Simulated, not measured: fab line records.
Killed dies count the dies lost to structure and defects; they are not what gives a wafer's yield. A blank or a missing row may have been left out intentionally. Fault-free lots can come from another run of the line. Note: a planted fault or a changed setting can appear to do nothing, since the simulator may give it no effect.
fab line records | flow sky130
[record] lots = 12 wafers = 36 last_day = 50
route steps=708 shown VIA2@518 PAD_OPEN@708
lots untouched by any fault: they come from a run of this same line in which no faults occurred
start_h: the number of hours between the record's first day and the start of the first shown wafer of the lot | wait_h: hours elapsed since this lot's preceding step | " unchanged from the row above | L1.1+2: a single row standing in for several wafers | - no value present, or no start provided | * or withheld: withheld | < > ~ a bound
route shown NAME@n: names a module that has steps shown in the file, with the first one's number in the route | usual: average and standard deviation across the fault-free wafers | same: alike in all rows | chamber/n: place in a boat | sites: per-site readings | _std_site: their standard deviation | _edge_site: inner sites' mean taken away from outer sites' mean | radius_mm: how far each site lies from the wafer's centre | mask NAME#n: copy n | behind: the last tool/chamber to shape the wafer | hold: cause of the lot's hold/its duration in hours/its outcome | device: the n, p or np transistor that did not switch | end of line: the route-end tests of the same wafers | a step without rows: its recipe alone | killed: at the first sort, the dies lost to defects and structure; wafer yield is something else | map: shows each die of a wafer: x if killed, . if not, _ if none is there
set.NAME: the setting the step ran with; set.NAME@STEP: the setting that earlier step ran with | model.NAME: the simulator's own value behind a step, which no gauge read
route steps across a sampled set of lots; one table per step, one row per wafer
services: a tool's chamber out of use, with start hour (start_h, from the record's first day; less than 0 if before it), hours out, and reason
[[steps]]
[step SKY_VIA2_DEVELOP_11]
[recipe] develop_time_s = 60 resist = KrF-thick dev_temp_c = 21
[usual] developer_temp_C = 21.00/0.1
// columns lot.wafer tool chamber start_h wait_h developer_temp_C
L351.1 litho_track-04 0 853 - 21.16
L351.3 " 0 " " 21.11
L351.6 " 0 " " 21.15
L352.1 litho_track-01 0 858 - 21.03
L352.4 " 0 " " 21.13
L352.5 " 0 " " 20.99
L355.1 litho_track-01 0 875 - 20.98
L355.3 " 0 " " 21.13
L355.6 " 0 " " 21.11
L357.1 litho_track-03 0 896 - 20.89
L357.2 " 0 " " 21.11
L357.6 " 0 897 - 20.94
L358.1 litho_track-03 0 908 - 20.95
L358.4 " 0 " " 20.89
L358.5 " 0 " " 20.90
L359.3 litho_track-04 0 909 - 20.90
L359.5 " 0 " " 20.95
L359.6 " 0 " " 20.80
L363.1 litho_track-01 0 942 - 21.60
L363.3 " 0 " " 21.51
L363.4 " 0 " " 21.48
L365.1 litho_track-01 0 957 - 21.56
L365.3 " 0 " " 21.72
L365.6 " 0 958 - 21.61
L370.2 litho_track-04 0 996 - 21.01
L370.3 " 0 " " 20.92
L370.5 " 0 " " 20.99
L374.1 litho_track-03 0 1014 - 20.86
L374.4 " 0 " " 20.88
L374.5 " 0 " " 21.03
L372.2 litho_track-04 0 1015 - 21.05
L372.4 " 0 " " 21.05
L372.5 " 0 " " 21.14
L373.1 litho_track-03 0 1018 - 21.21
L373.2 " 0 " " 21.05
L373.3 " 0 " " 20.95
[step SKY_VIA2_OVL_MEAS_13]
[usual] VIA2_OVL = 1/4.9
// columns lot.wafer tool chamber start_h wait_h VIA2_OVL[nm]
L351.1 overlay-01 - 853.50 0.1 -2
L351.3 " - " " -5
L351.6 " - " " 5
L352.1 overlay-01 - 858.57 0.1 -2
L352.4 " - " " -3
L352.5 " - " " -9
L355.1 overlay-02 - 875.87 0.1 2
L355.3 " - " " 5
L355.6 " - " " -2
L357.1 overlay-01 - 897.18 0.1 4
L357.2 " - " " -9
L357.6 " - " " -3
L358.1 overlay-01 - 908.93 0.1 8
L358.4 " - " " -5
L358.5 " - " " 3
L359.3 overlay-02 - 909.51 0.1 7
L359.5 " - " " 10
L359.6 " - " " 12
L363.1 overlay-01 - 943.12 0.1 10
L363.3 " - " " 5
L363.4 " - " " -2
L365.1 overlay-02 - 958.17 0.1 -3
L365.3 " - " " 7
L365.6 " - " " -5
L370.2 overlay-02 - 996.65 0.1 0
L370.3 " - " " 0
L370.5 " - " " 2
L374.1 overlay-01 - 1015.13 0.1 -3
L374.4 " - " " 6
L374.5 " - " " -1
L372.2 overlay-01 - 1015.40 0.1 -1
L372.4 " - " " 3
L372.5 " - " " -4
L373.1 overlay-02 - 1019.03 0.1 0
L373.2 " - " " 5
L373.3 " - " " -1
[step SKY_VIA2_STRIP_16]
[recipe] chemistry = O2/N2 power_w = 1400 pressure_mtorr = 1500 platen_temp_c = withheld o2_flow_sccm = 3000 n2_flow_sccm = 300 overash_fraction = 0.5
[usual] drypump_motor_current_A = 5.6/0.43 o2_flow_sccm = 3000/8 oes_product_au = 0.399/0.0047 strip_time_to_endpoint_s = 4.054/0.029
// columns lot.wafer tool chamber start_h wait_h drypump_motor_current_A o2_flow_sccm oes_product_au rf_hours_counter_h strip_time_to_endpoint_s
L351.1 plasma_asher-03 1 853.64 0.0 5.2 2997 0.396 10 4.047
L351.3 " 1 " " 5.3 2990 0.399 - 4.020
L351.6 " 0 " " 5.3 3007 0.401 - 4.019
L352.1 plasma_asher-01 0 858.71 0.0 6.1 3000 0.400 43 4.105
L352.4 " 1 " " 5.7 2993 0.397 - 4.019
L352.5 " 1 " " 5.7 2997 0.402 - 4.029
L355.1 plasma_asher-03 1 876.01 0.0 5.2 3014 0.402 12 4.076
L355.3 " 0 " " 5.3 2996 0.401 - 4.098
L355.6 " 0 " " 5.3 2993 0.397 - 4.082
L357.1 plasma_asher-01 1 897.32 0.0 5.7 3002 0.399 46 4.068
L357.2 " 0 " " 6.1 3011 0.396 46 4.019
L357.6 " 1 " " 5.7 2993 0.401 - 4.098
L358.1 plasma_asher-01 0 909.07 0.0 6.1 2994 0.396 47 4.025
L358.4 " 1 " " 5.7 3015 0.400 - 4.080
L358.5 " 1 " " 5.7 2997 0.406 - 4.102
L359.3 plasma_asher-01 1 909.67 0.1 5.7 2993 0.401 - 4.045
L359.5 " 0 " " 6.1 2984 0.395 - 4.047
L359.6 " 1 " " 5.7 3003 0.397 - 4.059
L363.1 plasma_asher-04 0 943.26 0.0 6.6 3017 0.398 82 4.081
L363.3 " 0 " " 6.6 3004 0.398 - 4.032
L363.4 " 1 " " 5.5 3007 0.401 - 4.101
L365.1 plasma_asher-03 1 958.31 0.0 5.2 2996 0.401 21 4.086
L365.3 " 1 " " 5.2 2996 0.403 - 4.048
L365.6 " 1 " " 5.3 3013 0.400 - 4.091
L370.2 plasma_asher-01 0 996.79 0.0 6.1 3004 0.386 56 4.061
L370.3 " 0 " " 6.1 2979 0.396 - 4.021
L370.5 " 1 " " 5.7 3000 0.392 - 4.064
L374.1 plasma_asher-04 0 1015.27 0.0 6.6 2997 0.406 88 4.081
L374.4 " 1 " " 5.5 2980 0.404 - 4.022
L374.5 " 0 " " 6.6 2999 0.385 - 4.034
L372.2 plasma_asher-03 0 1015.54 0.0 5.3 3016 0.399 28 4.045
L372.4 " 1 " " 5.3 2995 0.407 - 4.049
L372.5 " 0 " " 5.3 2998 0.397 - 4.021
L373.1 plasma_asher-03 0 1019.17 0.0 5.3 2988 0.397 28 4.062
L373.2 " 1 " " 5.2 2996 0.401 28 4.057
L373.3 " 1 " " 5.2 3004 0.399 - 4.030
[step SKY_VIA2_RS_MEAS_22]
[recipe] thk_meas_gauge = four-point-probe reads = W_of_VIA2_CVD_21+TiN_of_VIA2_SPUTTER_20
[usual] VIA2_W_RS = 0.273/0.0033
// columns lot.wafer tool chamber start_h wait_h VIA2_W_RS[ohm/sq]
L351.1 film_metro-01 - 854.51 0.1 0.276
L351.3 " - " " 0.278
L351.6 " - " " 0.277
L352.1 film_metro-04 - 859.59 0.1 0.272
L352.4 " - " " 0.273
L352.5 " - " " 0.270
L355.1 film_metro-01 - 876.86 0.1 0.272
L355.3 " - " " 0.272
L355.6 " - " " 0.271
L357.1 film_metro-04 - 898.10 0.1 0.273
L357.2 " - " " 0.271
L357.6 " - " " 0.273
L358.1 film_metro-01 - 909.88 0.1 0.268
L358.4 " - " " 0.271
L358.5 " - " " 0.265
L359.3 film_metro-02 - 910.49 0.1 0.270
L359.5 " - " " 0.273
L359.6 " - " " 0.271
L363.1 film_metro-02 - 944.30 0.1 0.270
L363.3 " - " " 0.269
L363.4 " - " " 0.274
L365.1 film_metro-02 - 959.10 0.1 0.274
L365.3 " - " " 0.276
L365.6 " - " " 0.270
L370.2 film_metro-01 - 997.59 0.1 0.275
L370.3 " - " " 0.276
L370.5 " - " " 0.275
L374.1 film_metro-02 - 1016.05 0.1 0.266
L374.4 " - " " 0.264
L374.5 " - " " 0.269
L372.2 film_metro-04 - 1016.34 0.1 0.271
L372.4 " - " " 0.269
L372.5 " - " " 0.269
L373.1 film_metro-04 - 1019.95 0.1 0.276
L373.2 " - " " 0.279
L373.3 " - " " 0.277
[step SKY_PAD_OPEN_PROBE_99]
[usual] defect_limited_yield = 82.4/1.9 killed_at_M0_to_M3 = 43/6.7 killed_at_M4_up = 3.1/1.9 killed_at_contacts = 25/5 killed_at_front_end = 15/4 killed_at_other = 0.4/0.69 killed_dies = 87/9.2 killed_open = 46/7.1 killed_short = 40/6.8 sort_bin_3_pad_short = 0.9/0.48 sort_bin_5_function = 10.3/1.5 sort_bin_6_memory = 6.4/1.2 sort_n_pass = 405/9.2 sort_yield_pct = 82.4/1.9
[same] gross_dies = 492 killed_at_back_side = 0 sort_bin_4_leakage[%] = 0 sort_bin_8_speed[%] = 0
// columns lot.wafer tool chamber start_h wait_h defect_limited_yield[%] killed_at_M0_to_M3 killed_at_M4_up killed_at_contacts killed_at_front_end killed_at_other killed_dies killed_open killed_short sort_bin_3_pad_short[%] sort_bin_5_function[%] sort_bin_6_memory[%] sort_n_pass sort_yield_pct[%]
L351.1 prober-01 - 1080.35 0.1 83.7 42 6 19 13 0 80 35 45 1.8 6.7 7.7 412 83.7
L351.3 prober-01 - 1080.45 0.2 82.9 42 0 21 20 1 84 38 46 0 9.6 7.5 408 82.9
L351.6 prober-01 - 1080.60 0.2 80.7 47 5 26 12 5 95 47 45 0.8 12.4 6.1 397 80.7
L352.1 prober-02 - 1089.01 0.1 82.3 43 4 22 18 0 87 48 38 2.4 9.3 5.9 405 82.3
L352.4 prober-02 - 1089.16 0.2 78.9 48 5 31 20 0 104 58 46 0 13.8 7.3 388 78.9
L352.5 prober-02 - 1089.21 0.2 84.3 38 3 22 14 0 77 42 35 1.2 8.3 6.1 415 84.3
L355.1 prober-02 - 1098.24 0.1 83.1 45 1 19 18 0 83 46 37 0.2 11.4 5.3 409 83.1
L355.3 prober-02 - 1098.34 0.2 79.5 48 5 30 17 1 101 61 39 1.4 11.0 8.1 391 79.5
L355.6 prober-02 - 1098.49 0.2 79.1 52 2 28 21 0 103 59 44 1.2 13.0 6.7 389 79.1
L357.1 prober-01 - 1116.88 0.1 81.3 47 9 23 13 0 92 53 39 0.8 8.1 9.8 400 81.3
L357.2 prober-01 - 1116.93 0.1 80.5 48 5 25 18 0 96 53 43 0.8 11.0 7.7 396 80.5
L357.6 prober-01 - 1117.13 0.2 83.5 43 3 24 11 0 81 48 33 1.0 10.8 4.7 411 83.5
L358.1 prober-02 - 1124.52 0.1 80.5 54 3 26 12 1 96 55 41 1.0 11.2 7.3 396 80.5
L358.4 prober-02 - 1124.67 0.2 82.3 38 5 27 17 0 87 48 39 1.0 9.8 6.9 405 82.3
L358.5 prober-02 - 1124.72 0.2 83.5 34 4 29 14 0 81 57 24 0.8 9.1 6.5 411 83.5
L359.3 prober-01 - 1127.06 0.2 81.5 39 4 26 22 0 91 58 33 0.6 10.8 7.1 401 81.5
L359.5 prober-01 - 1127.16 0.2 85.2 33 6 19 15 0 73 43 29 0.4 8.5 5.9 419 85.2
L359.6 prober-01 - 1127.21 0.2 82.1 40 4 26 18 0 88 52 36 1.2 10.4 6.3 404 82.1
L363.1 prober-01 - 1152.48 0.1 82.9 44 4 24 12 0 84 42 42 0.8 10.4 5.9 408 82.9
L363.3 prober-01 - 1152.58 0.2 82.7 48 4 19 14 0 85 52 33 1.0 10.4 5.9 407 82.7
L363.4 prober-01 - 1152.63 0.2 85.2 36 5 22 9 1 73 42 30 0.6 7.5 6.7 419 85.2
L365.1 prober-02 - 1161.48 0.1 81.7 48 2 22 17 1 90 53 36 1.0 9.1 8.1 402 81.7
L365.3 prober-02 - 1161.58 0.2 83.9 36 1 27 13 2 79 38 40 0.8 10.0 5.3 413 83.9
L365.6 prober-02 - 1161.73 0.2 83.3 43 1 19 18 1 82 47 35 0.8 10.0 5.9 410 83.3
L370.2 prober-02 - 1190.81 0.1 82.5 41 1 28 15 1 86 45 41 1.0 11.6 4.9 406 82.5
L370.3 prober-02 - 1190.86 0.2 84.1 43 4 23 8 0 78 46 32 0.6 10.6 4.7 414 84.1
L370.5 prober-02 - 1190.96 0.2 82.1 43 4 27 14 0 88 53 34 0.6 11.6 5.7 404 82.1
L372.2 prober-02 - 1203.16 0.1 80.9 43 1 27 23 0 94 48 46 1.2 8.9 8.9 398 80.9
L372.4 prober-02 - 1203.26 0.2 82.9 48 1 23 12 0 84 53 31 0.4 8.7 7.9 408 82.9
L372.5 prober-02 - 1203.31 0.2 83.1 41 5 22 15 0 83 49 33 0.2 10.2 6.5 409 83.1
L374.1 prober-01 - 1204.61 0.1 79.9 51 3 31 14 0 99 46 53 0.8 11.4 7.9 393 79.9
L374.4 prober-01 - 1204.76 0.2 85.6 38 1 22 10 0 71 37 34 1.2 9.8 3.5 421 85.6
L374.5 prober-01 - 1204.81 0.2 81.5 37 2 33 18 1 91 47 44 1.2 10.6 6.7 401 81.5
L373.1 prober-02 - 1206.17 0.1 85.4 37 1 22 12 0 72 41 31 1.0 9.6 4.1 420 85.4
L373.2 prober-02 - 1206.22 0.1 83.9 37 2 28 12 0 79 47 32 0.2 10.6 5.3 413 83.9
L373.3 prober-02 - 1206.27 0.2 83.7 35 6 28 11 0 80 36 44 0.8 8.1 7.3 412 83.7
// killed by level:class
L351.1 METAL1:geometric_particle:short=9 LOCAL_INTERCONNECT:geometric_particle:short=7 VIA2:geometric_particle:open=6 VIA3:geometric_particle:open=6 METAL4:geometric_particle:short=5 CONTACT:geometric_particle:open=5 METAL2:geometric_particle:short=5 LI_CONTACT:geometric_particle:open=4
L351.3 VIA2:geometric_particle:open=8 LI_CONTACT:geometric_particle:open=7 LOCAL_INTERCONNECT:geometric_particle:short=7 METAL1:geometric_particle:short=7 POLY_GATE:geometric_particle:short=5 VIA1:geometric_particle:open=5 METAL2:geometric_particle:short=5 FIELD_ISO:geometric_particle:short=4
L351.6 VIA3:geometric_particle:open=13 CONTACT:geometric_particle:open=10 VIA1:geometric_particle:open=10 LOCAL_INTERCONNECT:geometric_particle:short=7 METAL2:geometric_particle:short=6 FIELD_ISO:geometric_particle:short=4 LI_CONTACT:geometric_particle:short=4 METAL1:geometric_particle:short=4
L352.1 VIA2:geometric_particle:open=9 CONTACT:geometric_particle:open=8 FIELD_ISO:geometric_particle:open=7 CONTACT:geometric_particle:short=7 VIA1:geometric_particle:open=7 METAL2:geometric_particle:short=6 METAL1:geometric_particle:short=5 POLY_GATE:geometric_particle:open=4
L352.4 VIA1:geometric_particle:open=11 CONTACT:geometric_particle:open=11 LI_CONTACT:geometric_particle:open=8 CONTACT:geometric_particle:short=7 VIA3:geometric_particle:open=7 POLY_GATE:geometric_particle:open=6 VIA1:geometric_particle:short=6 VIA3:geometric_particle:short=6
L352.5 LI_CONTACT:geometric_particle:open=9 METAL1:geometric_particle:short=6 VIA1:geometric_particle:open=6 CONTACT:geometric_particle:open=5 VIA3:geometric_particle:open=5 POLY_GATE:geometric_particle:open=4 VIA2:geometric_particle:open=4 VIA2:geometric_particle:short=4
L355.1 VIA1:geometric_particle:open=9 VIA3:geometric_particle:open=8 CONTACT:geometric_particle:open=7 POLY_GATE:geometric_particle:short=6 FIELD_ISO:geometric_particle:short=5 LI_CONTACT:geometric_particle:open=5 METAL1:geometric_particle:short=5 VIA1:geometric_particle:short=5
L355.3 CONTACT:geometric_particle:open=14 VIA1:geometric_particle:open=13 POLY_GATE:geometric_particle:open=6 LI_CONTACT:geometric_particle:open=6 LOCAL_INTERCONNECT:geometric_particle:short=5 VIA2:geometric_particle:open=5 VIA1:geometric_particle:short=5 VIA2:geometric_particle:short=5
L355.6 VIA1:geometric_particle:open=16 LI_CONTACT:geometric_particle:open=10 CONTACT:geometric_particle:open=10 FIELD_ISO:geometric_particle:short=9 VIA1:geometric_particle:short=7 VIA3:geometric_particle:open=6 METAL1:geometric_particle:short=5 VIA2:geometric_particle:open=5
L357.1 CONTACT:geometric_particle:open=11 VIA1:geometric_particle:open=10 VIA3:geometric_particle:open=10 POLY_GATE:geometric_particle:short=7 LI_CONTACT:geometric_particle:open=6 VIA2:geometric_particle:open=5 VIA2:geometric_particle:short=5 METAL1:geometric_particle:short=4
L357.2 CONTACT:geometric_particle:open=9 METAL2:geometric_particle:short=9 VIA1:geometric_particle:open=9 LI_CONTACT:geometric_particle:open=8 POLY_GATE:geometric_particle:open=5 METAL1:geometric_particle:short=5 VIA2:geometric_particle:open=5 VIA3:geometric_particle:open=5
L357.6 VIA1:geometric_particle:open=11 LI_CONTACT:geometric_particle:open=9 VIA3:geometric_particle:open=8 CONTACT:geometric_particle:open=7 METAL2:geometric_particle:short=5 VIA3:geometric_particle:short=5 VIA2:geometric_particle:open=4 VIA1:geometric_particle:short=4
L358.1 VIA1:geometric_particle:open=15 LI_CONTACT:geometric_particle:open=10 CONTACT:geometric_particle:open=9 VIA2:geometric_particle:open=9 VIA1:geometric_particle:short=7 METAL2:geometric_particle:short=6 VIA3:geometric_particle:open=5 POLY_GATE:geometric_particle:open=4
L358.4 VIA1:geometric_particle:open=10 FIELD_ISO:geometric_particle:short=8 CONTACT:geometric_particle:open=8 VIA2:geometric_particle:open=8 LI_CONTACT:geometric_particle:open=7 LI_CONTACT:geometric_particle:short=6 CONTACT:geometric_particle:short=6 METAL2:geometric_particle:short=6
L358.5 VIA2:geometric_particle:open=11 LI_CONTACT:geometric_particle:open=10 CONTACT:geometric_particle:open=10 VIA1:geometric_particle:open=9 POLY_GATE:geometric_particle:open=5 LI_CONTACT:geometric_particle:short=5 VIA3:geometric_particle:open=5 FIELD_ISO:geometric_particle:short=4
L359.3 CONTACT:geometric_particle:open=12 VIA1:geometric_particle:open=12 VIA3:geometric_particle:open=6 FIELD_ISO:geometric_particle:open=5 LI_CONTACT:geometric_particle:open=5 METAL1:geometric_particle:short=5 FIELD_ISO:geometric_particle:short=4 POLY_GATE:geometric_particle:short=4
L359.5 VIA1:geometric_particle:open=8 CONTACT:geometric_particle:open=8 POLY_GATE:geometric_particle:short=7 VIA2:geometric_particle:open=6 LI_CONTACT:geometric_particle:open=5 VIA3:geometric_particle:open=4 POLY_GATE:geometric_particle:open=3 METAL1:geometric_particle:short=3
L359.6 VIA1:geometric_particle:open=15 CONTACT:geometric_particle:open=13 METAL1:geometric_particle:short=5 LI_CONTACT:geometric_particle:open=5 FIELD_ISO:geometric_particle:short=4 POLY_GATE:geometric_particle:open=4 LI_CONTACT:geometric_particle:short=4 VIA1:geometric_particle:short=4
L363.1 LI_CONTACT:geometric_particle:open=10 VIA1:geometric_particle:open=10 METAL2:geometric_particle:short=8 CONTACT:geometric_particle:open=6 VIA3:geometric_particle:open=5 VIA2:geometric_particle:open=5 VIA1:geometric_particle:short=5 FIELD_ISO:geometric_particle:open=4
L363.3 VIA1:geometric_particle:open=15 CONTACT:geometric_particle:open=8 VIA2:geometric_particle:open=7 METAL1:geometric_particle:short=6 FIELD_ISO:geometric_particle:open=5 LI_CONTACT:geometric_particle:open=5 VIA3:geometric_particle:open=5 VIA3:geometric_particle:short=5
L363.4 LI_CONTACT:geometric_particle:open=11 VIA1:geometric_particle:open=9 METAL1:geometric_particle:short=6 VIA3:geometric_particle:open=4 CONTACT:geometric_particle:open=4 VIA2:geometric_particle:short=4 VIA2:geometric_particle:open=4 METAL4:geometric_particle:short=4
L365.1 VIA1:geometric_particle:open=10 METAL2:geometric_particle:short=9 VIA3:geometric_particle:open=9 FIELD_ISO:geometric_particle:open=7 LI_CONTACT:geometric_particle:open=7 CONTACT:geometric_particle:open=6 VIA1:geometric_particle:short=6 LOCAL_INTERCONNECT:geometric_particle:short=4
L365.3 LOCAL_INTERCONNECT:geometric_particle:short=9 VIA1:geometric_particle:open=9 LI_CONTACT:geometric_particle:open=6 CONTACT:geometric_particle:open=5 VIA1:geometric_particle:short=5 VIA2:geometric_particle:short=5 FIELD_ISO:geometric_particle:open=4 POLY_GATE:geometric_particle:short=4
L365.6 VIA1:geometric_particle:open=10 VIA2:geometric_particle:open=9 LI_CONTACT:geometric_particle:open=6 METAL1:geometric_particle:short=6 FIELD_ISO:geometric_particle:short=5 VIA3:geometric_particle:open=5 CONTACT:geometric_particle:open=5 LI_CONTACT:geometric_particle:short=4
L370.2 CONTACT:geometric_particle:open=12 VIA1:geometric_particle:open=10 METAL1:geometric_particle:short=8 VIA1:geometric_particle:short=7 POLY_GATE:geometric_particle:open=6 LI_CONTACT:geometric_particle:short=4 LI_CONTACT:geometric_particle:open=4 LOCAL_INTERCONNECT:geometric_particle:short=4
L370.3 VIA2:geometric_particle:open=10 VIA1:geometric_particle:open=8 LI_CONTACT:geometric_particle:open=7 VIA3:geometric_particle:open=6 CONTACT:geometric_particle:open=5 CONTACT:geometric_particle:short=5 VIA2:geometric_particle:short=5 POLY_GATE:geometric_particle:open=3
L370.5 VIA1:geometric_particle:open=11 VIA3:geometric_particle:open=10 CONTACT:geometric_particle:open=9 LI_CONTACT:geometric_particle:open=8 VIA1:geometric_particle:short=5 FIELD_ISO:geometric_particle:open=4 CONTACT:geometric_particle:short=4 VIA2:geometric_particle:open=4
L372.2 VIA1:geometric_particle:open=11 LOCAL_INTERCONNECT:geometric_particle:short=7 CONTACT:geometric_particle:open=7 METAL2:geometric_particle:short=7 VIA2:geometric_particle:open=6 POLY_GATE:geometric_particle:open=5 LI_CONTACT:geometric_particle:open=5 CONTACT:geometric_particle:short=5
L372.4 VIA1:geometric_particle:open=17 LI_CONTACT:geometric_particle:open=8 CONTACT:geometric_particle:open=7 VIA2:geometric_particle:open=7 VIA3:geometric_particle:short=7 VIA3:geometric_particle:open=6 CONTACT:geometric_particle:short=4 VIA2:geometric_particle:short=4
L372.5 CONTACT:geometric_particle:open=9 VIA1:geometric_particle:open=8 VIA3:geometric_particle:open=7 VIA1:geometric_particle:short=6 FIELD_ISO:geometric_particle:open=5 LI_CONTACT:geometric_particle:open=5 METAL2:geometric_particle:short=5 SPACER:geometric_particle:open=4
L374.1 VIA1:geometric_particle:open=14 METAL1:geometric_particle:short=12 CONTACT:geometric_particle:open=10 LI_CONTACT:geometric_particle:open=7 LOCAL_INTERCONNECT:geometric_particle:short=6 CONTACT:geometric_particle:short=5 VIA3:geometric_particle:short=5 VIA1:geometric_particle:short=4
L374.4 METAL1:geometric_particle:short=9 VIA2:geometric_particle:open=5 LI_CONTACT:geometric_particle:short=5 CONTACT:geometric_particle:open=5 VIA1:geometric_particle:open=5 LI_CONTACT:geometric_particle:open=4 CONTACT:geometric_particle:short=4 VIA3:geometric_particle:open=4
L374.5 CONTACT:geometric_particle:open=9 CONTACT:geometric_particle:short=9 VIA1:geometric_particle:open=7 LI_CONTACT:geometric_particle:open=7 POLY_GATE:geometric_particle:open=5 VIA2:geometric_particle:open=5 VIA3:geometric_particle:short=5 FIELD_ISO:geometric_particle:open=4
L373.1 CONTACT:geometric_particle:open=10 VIA2:geometric_particle:open=8 METAL2:geometric_particle:short=8 VIA1:geometric_particle:open=6 LI_CONTACT:geometric_particle:open=5 FIELD_ISO:geometric_particle:open=4 FIELD_ISO:geometric_particle:short=3 POLY_GATE:geometric_particle:open=3
L373.2 CONTACT:geometric_particle:open=11 LI_CONTACT:geometric_particle:open=8 VIA2:geometric_particle:open=8 VIA3:geometric_particle:open=5 METAL1:geometric_particle:short=4 VIA1:geometric_particle:open=4 FIELD_ISO:geometric_particle:short=3 POLY_GATE:geometric_particle:short=3
L373.3 CONTACT:geometric_particle:open=10 METAL1:geometric_particle:short=7 VIA1:geometric_particle:open=7 METAL2:geometric_particle:short=7 LI_CONTACT:geometric_particle:open=6 LI_CONTACT:geometric_particle:short=5 LOCAL_INTERCONNECT:geometric_particle:short=4 VIA2:geometric_particle:short=4
[[services]]
// columns tool chamber start_h hours kind
plasma_asher-01 - 885.40 2.9 repair
plasma_asher-04 - 905.75 9.4 repair
plasma_asher-01 - 963.62 2.8 pm
plasma_asher-04 - 980.43 0.8 repair
plasma_asher-01 - 994.74 0.7 repair
plasma_asher-04 - 995.73 13.3 repair
[[key]]
[first_sign] step = SKY_VIA2_DEVELOP_11 reading = developer_temp_C direction = up sigmas = 5.7 usual = * struck = *
effect none on later readings
met_at SKY_VIA2_DEVELOP_11
struck_lots L363,L365
[loop_trim] step = SKY_VIA2_EXPOSE_09 setting = dose lots = L365
not_acting_at SKY_VIA2_OVL_MEAS_13,SKY_VIA2_STRIP_16,SKY_VIA2_RS_MEAS_22
onset_between 875 942
[fault] kind = process_parameter_drift tool = litho_track-01 chamber = - onset_h = 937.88 steps = SKY_VIA2_DEVELOP_11 channel = dev_temp_c offset = * shape = step end_h = 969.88 acts_in = * stated = *
// loop_trim: a control loop set the setting to another value than it would have without faults
